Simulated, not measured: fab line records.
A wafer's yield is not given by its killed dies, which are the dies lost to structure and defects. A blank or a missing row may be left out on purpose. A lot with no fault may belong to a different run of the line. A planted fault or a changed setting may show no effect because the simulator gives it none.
One fault seen from 2 desks + flow gf180mcu + each desk has only its own numbers; what lay behind them comes last

## DESK OF THE TOOL OWNER: pvd-sputter-02
The tool's own readings at GF_M4_SPUTTER_02 (material AlCu, target thk 450 nm, time 23.9 s): means of the sampled wafers that have a number, for each lot that ran on this tool. Marked OUT: a lot whose mean sits more than 4 standard deviations from the usual mean, which makes it out of limits; the brackets give that distance.
Columns: A = throttle-valve-pct at GF_M4_SPUTTER_02, usual 29.9 %
| lot  | first seen here | A    |
|------|-----------------|------|
| L991 | day 24 08:57    | 29.1 |
| L999 | day 26 13:41    | 29.2 |
| L100 | day 27 01:16    | 29.0 |
| L106 | day 28 16:09    | 29.3 |
Finding of this desk: none of the 4 lots has anything out of limits.

## METROLOGY DESK
Means of the sampled wafers that have a number, per lot and without regard to the tool the lot ran on: this is what the gauges read. Marked OUT: a lot whose mean sits more than 4 standard deviations from the usual mean, which makes it out of limits; the brackets give that distance.
Columns: A = M4_ALCU_RS at GF_M4_RS_MEAS_05, usual 0.0700 ohm/sq; B = M4_ALCU_THK at GF_M4_THK_MEAS_06, usual 454 nm
| lot  | first seen here | A                 | B              |
|------|-----------------|-------------------|----------------|
| L988 | day 23 05:11    | 0.0698            | 455            |
| L990 | day 23 09:46    | 0.0707            | 451            |
| L991 | day 24 09:05    | 0.0694            | 458            |
| L993 | day 24 20:59    | 0.0698            | 454            |
| L996 | day 26 01:14    | 0.0694            | 457            |
| L997 | day 26 02:10    | 0.0692            | 459            |
| L998 | day 26 11:58    | 0.0692            | 461            |
| L999 | day 26 13:50    | 0.0697            | 457            |
| L100 | day 27 01:23    | 0.0697            | 456            |
| L106 | day 28 16:16    | 0.0669 (-4.1) OUT | 476 (+4.4) OUT |
This desk reports L106 out of limits; the earliest was L106 at day 28 16:16 (M4_ALCU_RS at GF_M4_RS_MEAS_05). L988, L990, L991, L993, L996, L997, L998, L999, L100 stayed within limits.

## PUT TOGETHER
At day 28 16:16 the metrology desk could have sounded an alarm, on L106.
The desk of the tool owner found nothing out of limits.
On record at the tool owner's desk: L106, within its limits.
On pvd-sputter-02, each named lot ran GF_M4_SPUTTER_02.

## WHAT WAS PUT IN BY THE SIMULATOR
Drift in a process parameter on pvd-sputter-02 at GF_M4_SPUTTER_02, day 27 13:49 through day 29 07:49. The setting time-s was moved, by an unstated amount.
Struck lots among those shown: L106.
Time in hours between the start of the fault and the first out-of-limits reading at each desk: metrology desk, 26.
